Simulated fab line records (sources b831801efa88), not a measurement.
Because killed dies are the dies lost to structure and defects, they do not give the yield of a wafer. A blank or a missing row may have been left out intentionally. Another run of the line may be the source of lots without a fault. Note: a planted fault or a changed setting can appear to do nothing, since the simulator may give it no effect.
Which tool is to blame? / flow sky130 / 33 wafers from 11 lots sampled at 6 of the route's 708 steps

## WHAT THE GAUGES SHOWED, per wafer
The record lacks any reading of a measuring or inspecting step that a usual standard deviation could be used to judge.

## WHAT TOOL EACH LOT RAN ON (gives the tool, then ch and the chambers of the sampled wafers, and finally the start)
lot=L698; SKY_VT_ADJUST_HVTR_COAT_02=litho-track-04 ch 0, day 9 01:28; SKY_VT_ADJUST_HVTR_STRIP_10=plasma-asher-04 ch 0,1, day 9 12:47; SKY_LDD_P_STRIP_10=plasma-asher-01 ch 0,1, day 19 19:32; SKY_LI_CONTACT_ETCH_15=rie-diel-01 ch 1,2, day 29 18:58; SKY_LI_CONTACT_SPUTTER_19=pvd-sputter-02, day 29 19:21; SKY_PAD_OPEN_PROBE_99=-
lot=L700; SKY_VT_ADJUST_HVTR_COAT_02=litho-track-04 ch 0, day 9 14:46; SKY_VT_ADJUST_HVTR_STRIP_10=plasma-asher-04 ch 0,1, day 10 02:13; SKY_LDD_P_STRIP_10=plasma-asher-03 ch 0,1, day 20 04:57; SKY_LI_CONTACT_ETCH_15=rie-diel-01 ch 1,2,3, day 30 01:56; SKY_LI_CONTACT_SPUTTER_19=pvd-sputter-02, day 30 02:19; SKY_PAD_OPEN_PROBE_99=-
lot=L703; SKY_VT_ADJUST_HVTR_COAT_02=litho-track-04 ch 0, day 10 22:52; SKY_VT_ADJUST_HVTR_STRIP_10=plasma-asher-02 ch 0,1, day 11 10:32; SKY_LDD_P_STRIP_10=plasma-asher-04 ch 0,1, day 21 14:12; SKY_LI_CONTACT_ETCH_15=rie-diel-01 ch 0,1, day 31 09:12; SKY_LI_CONTACT_SPUTTER_19=pvd-sputter-03, day 31 09:35; SKY_PAD_OPEN_PROBE_99=-
lot=L706; SKY_VT_ADJUST_HVTR_COAT_02=litho-track-04 ch 0, day 11 08:31; SKY_VT_ADJUST_HVTR_STRIP_10=plasma-asher-03 ch 0,1, day 11 20:26; SKY_LDD_P_STRIP_10=plasma-asher-01 ch 0,1, day 22 02:14; SKY_LI_CONTACT_ETCH_15=rie-diel-02 ch 0,1,3, day 31 20:05; SKY_LI_CONTACT_SPUTTER_19=pvd-sputter-03, day 31 20:28; SKY_PAD_OPEN_PROBE_99=-
lot=L705; SKY_VT_ADJUST_HVTR_COAT_02=litho-track-04 ch 0, day 11 10:40; SKY_VT_ADJUST_HVTR_STRIP_10=plasma-asher-03 ch 0,1, day 11 22:46; SKY_LDD_P_STRIP_10=plasma-asher-01 ch 0, day 21 22:57; SKY_LI_CONTACT_ETCH_15=rie-diel-02 ch 0,1,3, day 31 18:17; SKY_LI_CONTACT_SPUTTER_19=pvd-sputter-01, day 31 18:40; SKY_PAD_OPEN_PROBE_99=-
lot=L707; SKY_VT_ADJUST_HVTR_COAT_02=litho-track-02 ch 0, day 11 15:49; SKY_VT_ADJUST_HVTR_STRIP_10=plasma-asher-02 ch 0,1, day 12 03:29; SKY_LDD_P_STRIP_10=plasma-asher-04 ch 0,1, day 22 13:19; SKY_LI_CONTACT_ETCH_15=rie-diel-02 ch 1,2,3, day 32 07:16; SKY_LI_CONTACT_SPUTTER_19=pvd-sputter-01, day 32 07:39; SKY_PAD_OPEN_PROBE_99=-
lot=L714; SKY_VT_ADJUST_HVTR_COAT_02=litho-track-02 ch 0, day 13 14:54; SKY_VT_ADJUST_HVTR_STRIP_10=plasma-asher-03 ch 0,1, day 14 03:53; SKY_LDD_P_STRIP_10=plasma-asher-03 ch 0, day 24 14:32; SKY_LI_CONTACT_ETCH_15=rie-diel-04 ch 0,1,2, day 34 01:52; SKY_LI_CONTACT_SPUTTER_19=pvd-sputter-02, day 34 02:15; SKY_PAD_OPEN_PROBE_99=prober-01, day 49 08:36
lot=L716; SKY_VT_ADJUST_HVTR_COAT_02=litho-track-03 ch 0, day 14 14:14; SKY_VT_ADJUST_HVTR_STRIP_10=plasma-asher-04 ch 0,1, day 15 03:38; SKY_LDD_P_STRIP_10=plasma-asher-04 ch 0,1, day 25 17:32; SKY_LI_CONTACT_ETCH_15=rie-diel-01 ch 1,2,3, day 35 03:18; SKY_LI_CONTACT_SPUTTER_19=pvd-sputter-03, day 35 03:41; SKY_PAD_OPEN_PROBE_99=-
lot=L717; SKY_VT_ADJUST_HVTR_COAT_02=litho-track-02 ch 0, day 14 18:12; SKY_VT_ADJUST_HVTR_STRIP_10=plasma-asher-04 ch 0,1, day 15 08:04; SKY_LDD_P_STRIP_10=plasma-asher-03 ch 0,1, day 26 01:49; SKY_LI_CONTACT_ETCH_15=rie-diel-04 ch 1,2,3, day 35 10:13; SKY_LI_CONTACT_SPUTTER_19=pvd-sputter-03, day 35 10:36; SKY_PAD_OPEN_PROBE_99=-
lot=L719; SKY_VT_ADJUST_HVTR_COAT_02=litho-track-03 ch 0, day 15 10:17; SKY_VT_ADJUST_HVTR_STRIP_10=plasma-asher-03 ch 0,1, day 16 00:57; SKY_LDD_P_STRIP_10=plasma-asher-04 ch 0,1, day 26 21:06; SKY_LI_CONTACT_ETCH_15=rie-diel-02 ch 0,2,3, day 36 03:21; SKY_LI_CONTACT_SPUTTER_19=pvd-sputter-03, day 36 03:44; SKY_PAD_OPEN_PROBE_99=-
lot=L720; SKY_VT_ADJUST_HVTR_COAT_02=litho-track-04 ch 0, day 15 18:01; SKY_VT_ADJUST_HVTR_STRIP_10=plasma-asher-04 ch 0,1, day 16 08:31; SKY_LDD_P_STRIP_10=plasma-asher-01 ch 0,1, day 26 23:29; SKY_LI_CONTACT_ETCH_15=rie-diel-04 ch 0,1,2, day 36 06:10; SKY_LI_CONTACT_SPUTTER_19=pvd-sputter-02, day 36 06:34; SKY_PAD_OPEN_PROBE_99=-
- SKY_VT_ADJUST_HVTR_COAT_02: resist thk 1140 nm.
- SKY_VT_ADJUST_HVTR_STRIP_10: strips in O2/N2.
- SKY_LDD_P_STRIP_10: strips in O2/N2.
- SKY_LI_CONTACT_ETCH_15: etches PSG in C4F8/O2/Ar, stops on Si, target depth 600 nm.
- SKY_LI_CONTACT_SPUTTER_19: material Ti, target thk 20 nm, time 106.37 s.
- SKY_PAD_OPEN_PROBE_99

## AS READ BY THE TOOLS THEMSELVES (means over the sampled wafers that have a number; for cases with no such wafer, the mark the record gives instead)
SKY_VT_ADJUST_HVTR_COAT_02. Usual: exhaust-pa 45.0 Pa, standard deviation 0.94; resist-line-temp-C 22.99 C, standard deviation 0.12; spin-speed-rpm 2999.7 rpm, standard deviation 2.1.
lot=L698; tool=litho-track-04; exhaust-pa (Pa)=45.8; resist-line-temp-C (C)=22.93; spin-speed-rpm (rpm)=2999.7; flag=
lot=L700; tool=litho-track-04; exhaust-pa (Pa)=44.7; resist-line-temp-C (C)=23.01; spin-speed-rpm (rpm)=2998.0; flag=
lot=L703; tool=litho-track-04; exhaust-pa (Pa)=44.8; resist-line-temp-C (C)=22.95; spin-speed-rpm (rpm)=2998.6; flag=
lot=L706; tool=litho-track-04; exhaust-pa (Pa)=45.4; resist-line-temp-C (C)=23.07; spin-speed-rpm (rpm)=3151.0; flag=OFF
lot=L705; tool=litho-track-04; exhaust-pa (Pa)=44.2; resist-line-temp-C (C)=23.08; spin-speed-rpm (rpm)=3149.7; flag=OFF
lot=L707; tool=litho-track-02; exhaust-pa (Pa)=45.1; resist-line-temp-C (C)=22.98; spin-speed-rpm (rpm)=3000.4; flag=
lot=L714; tool=litho-track-02; exhaust-pa (Pa)=44.9; resist-line-temp-C (C)=23.06; spin-speed-rpm (rpm)=3002.0; flag=
lot=L716; tool=litho-track-03; exhaust-pa (Pa)=45.8; resist-line-temp-C (C)=23.00; spin-speed-rpm (rpm)=3000.6; flag=
lot=L717; tool=litho-track-02; exhaust-pa (Pa)=45.8; resist-line-temp-C (C)=22.92; spin-speed-rpm (rpm)=2999.9; flag=
lot=L719; tool=litho-track-03; exhaust-pa (Pa)=43.9; resist-line-temp-C (C)=23.00; spin-speed-rpm (rpm)=3002.5; flag=
lot=L720; tool=litho-track-04; exhaust-pa (Pa)=45.1; resist-line-temp-C (C)=22.95; spin-speed-rpm (rpm)=2998.5; flag=

SKY_VT_ADJUST_HVTR_STRIP_10. Usual: drypump-motor-current-A 5.7 A, standard deviation 0.6; oes-product-au 0.715 a.u., standard deviation 0.0045; strip-time-to-endpoint-s 14.19 s, standard deviation 0.038.
lot=L698; tool=plasma-asher-04; drypump-motor-current-A (A)=6.2; oes-product-au (a.u.)=0.712; strip-time-to-endpoint-s (s)=14.21; flag=
lot=L700; tool=plasma-asher-04; drypump-motor-current-A (A)=6.2; oes-product-au (a.u.)=0.717; strip-time-to-endpoint-s (s)=14.17; flag=
lot=L703; tool=plasma-asher-02; drypump-motor-current-A (A)=5.4; oes-product-au (a.u.)=0.716; strip-time-to-endpoint-s (s)=14.18; flag=
lot=L706; tool=plasma-asher-03; drypump-motor-current-A (A)=5.1; oes-product-au (a.u.)=0.715; strip-time-to-endpoint-s (s)=13.84; flag=OFF
lot=L705; tool=plasma-asher-03; drypump-motor-current-A (A)=5.1; oes-product-au (a.u.)=0.717; strip-time-to-endpoint-s (s)=13.84; flag=OFF
lot=L707; tool=plasma-asher-02; drypump-motor-current-A (A)=5.4; oes-product-au (a.u.)=0.715; strip-time-to-endpoint-s (s)=14.27; flag=
lot=L714; tool=plasma-asher-03; drypump-motor-current-A (A)=5.1; oes-product-au (a.u.)=0.713; strip-time-to-endpoint-s (s)=14.19; flag=
lot=L716; tool=plasma-asher-04; drypump-motor-current-A (A)=6.4; oes-product-au (a.u.)=0.716; strip-time-to-endpoint-s (s)=14.21; flag=
lot=L717; tool=plasma-asher-04; drypump-motor-current-A (A)=6.2; oes-product-au (a.u.)=0.714; strip-time-to-endpoint-s (s)=14.16; flag=
lot=L719; tool=plasma-asher-03; drypump-motor-current-A (A)=5.5; oes-product-au (a.u.)=0.716; strip-time-to-endpoint-s (s)=14.18; flag=
lot=L720; tool=plasma-asher-04; drypump-motor-current-A (A)=6.2; oes-product-au (a.u.)=0.711; strip-time-to-endpoint-s (s)=14.17; flag=

SKY_LDD_P_STRIP_10. Usual: drypump-motor-current-A 5.7 A, standard deviation 0.55; oes-product-au 0.715 a.u., standard deviation 0.005; strip-time-to-endpoint-s 14.191 s, standard deviation 0.029.
lot=L698; tool=plasma-asher-01; drypump-motor-current-A (A)=5.8; oes-product-au (a.u.)=0.715; strip-time-to-endpoint-s (s)=14.209; flag=
lot=L700; tool=plasma-asher-03; drypump-motor-current-A (A)=5.1; oes-product-au (a.u.)=0.719; strip-time-to-endpoint-s (s)=14.204; flag=
lot=L703; tool=plasma-asher-04; drypump-motor-current-A (A)=6.3; oes-product-au (a.u.)=0.714; strip-time-to-endpoint-s (s)=14.220; flag=
lot=L706; tool=plasma-asher-01; drypump-motor-current-A (A)=5.5; oes-product-au (a.u.)=0.712; strip-time-to-endpoint-s (s)=14.171; flag=
lot=L705; tool=plasma-asher-01; drypump-motor-current-A (A)=6.0; oes-product-au (a.u.)=0.712; strip-time-to-endpoint-s (s)=14.163; flag=
lot=L707; tool=plasma-asher-04; drypump-motor-current-A (A)=6.3; oes-product-au (a.u.)=0.713; strip-time-to-endpoint-s (s)=14.191; flag=
lot=L714; tool=plasma-asher-03; drypump-motor-current-A (A)=4.7; oes-product-au (a.u.)=0.711; strip-time-to-endpoint-s (s)=14.178; flag=
lot=L716; tool=plasma-asher-04; drypump-motor-current-A (A)=6.3; oes-product-au (a.u.)=0.717; strip-time-to-endpoint-s (s)=14.151; flag=
lot=L717; tool=plasma-asher-03; drypump-motor-current-A (A)=5.1; oes-product-au (a.u.)=0.715; strip-time-to-endpoint-s (s)=14.187; flag=
lot=L719; tool=plasma-asher-04; drypump-motor-current-A (A)=6.4; oes-product-au (a.u.)=0.713; strip-time-to-endpoint-s (s)=14.196; flag=
lot=L720; tool=plasma-asher-01; drypump-motor-current-A (A)=5.8; oes-product-au (a.u.)=0.716; strip-time-to-endpoint-s (s)=14.195; flag=

SKY_LI_CONTACT_ETCH_15. Usual: oes-product-au at 0.838 a.u., with a standard deviation of 0.0044.
lot=L698; tool=rie-diel-01; oes-product-au (a.u.)=0.836; flag=
lot=L700; tool=rie-diel-01; oes-product-au (a.u.)=0.837; flag=
lot=L703; tool=rie-diel-01; oes-product-au (a.u.)=0.844; flag=
lot=L706; tool=rie-diel-02; oes-product-au (a.u.)=0.838; flag=
lot=L705; tool=rie-diel-02; oes-product-au (a.u.)=0.832; flag=
lot=L707; tool=rie-diel-02; oes-product-au (a.u.)=0.837; flag=
lot=L714; tool=rie-diel-04; oes-product-au (a.u.)=0.837; flag=
lot=L716; tool=rie-diel-01; oes-product-au (a.u.)=0.839; flag=
lot=L717; tool=rie-diel-04; oes-product-au (a.u.)=0.835; flag=
lot=L719; tool=rie-diel-02; oes-product-au (a.u.)=0.838; flag=
lot=L720; tool=rie-diel-04; oes-product-au (a.u.)=0.838; flag=

SKY_LI_CONTACT_SPUTTER_19. Usual: substrate-temp-c 200.00 C, standard deviation 0.15; throttle-valve-pct 29.6 %, standard deviation 1.1.
lot=L698; tool=pvd-sputter-02; substrate-temp-c (C)=200.04; throttle-valve-pct (%)=29.6; flag=
lot=L700; tool=pvd-sputter-02; substrate-temp-c (C)=199.95; throttle-valve-pct (%)=30.0; flag=
lot=L703; tool=pvd-sputter-03; substrate-temp-c (C)=199.92; throttle-valve-pct (%)=28.9; flag=
lot=L706; tool=pvd-sputter-03; substrate-temp-c (C)=199.99; throttle-valve-pct (%)=28.4; flag=
lot=L705; tool=pvd-sputter-01; substrate-temp-c (C)=199.84; throttle-valve-pct (%)=30.2; flag=
lot=L707; tool=pvd-sputter-01; substrate-temp-c (C)=200.07; throttle-valve-pct (%)=30.7; flag=
lot=L714; tool=pvd-sputter-02; substrate-temp-c (C)=199.97; throttle-valve-pct (%)=29.5; flag=
lot=L716; tool=pvd-sputter-03; substrate-temp-c (C)=199.98; throttle-valve-pct (%)=29.5; flag=
lot=L717; tool=pvd-sputter-03; substrate-temp-c (C)=200.01; throttle-valve-pct (%)=29.2; flag=
lot=L719; tool=pvd-sputter-03; substrate-temp-c (C)=200.00; throttle-valve-pct (%)=29.0; flag=
lot=L720; tool=pvd-sputter-02; substrate-temp-c (C)=200.09; throttle-valve-pct (%)=30.2; flag=

SKY_PAD_OPEN_PROBE_99. Usual: killed_at_M0_to_M3 43, standard deviation 6.5; killed_at_M4_up 3.3, standard deviation 2; killed-at-contacts 24, standard deviation 5.2; killed-at-front-end 16, standard deviation 4.2; killed-at-other 0.3, standard deviation 0.6; killed-dies 87, standard deviation 9.3; killed-open 47, standard deviation 7.8; killed-short 39, standard deviation 6.2.
lot=L714 tool=prober-01 killed_at_M0_to_M3=42 killed_at_M4_up=4.0 killed-at-contacts=26 killed-at-front-end=18 killed-at-other=0.0 killed-dies=90 killed-open=49 killed-short=41 flag=

## THE ANSWER, worked out from the rows above alone
Rule: lot off if the mean of its wafers having a number is beyond 3 standard deviations from the usual mean. Also off: a lot with no number at a reading for which 4 or more lots have one. All remaining lots with rows at the step are treated as sound. The gauges are gone through in route order, then the tools' own readings, and for those a lot's mean is taken as printed above. At the first step where some lot is off, the reading lying furthest off is the one used; lots without a number count as furthest.
Off: L706, L705 (SKY_VT_ADJUST_HVTR_COAT_02, spin-speed-rpm).
If a tool, at that step or one of the process steps before it, ran each lot that is off and ran no sound lot following the first of them, it fits. Not one of the candidates tried fits.

## WHAT WAS PUT IN BY THE SIMULATOR
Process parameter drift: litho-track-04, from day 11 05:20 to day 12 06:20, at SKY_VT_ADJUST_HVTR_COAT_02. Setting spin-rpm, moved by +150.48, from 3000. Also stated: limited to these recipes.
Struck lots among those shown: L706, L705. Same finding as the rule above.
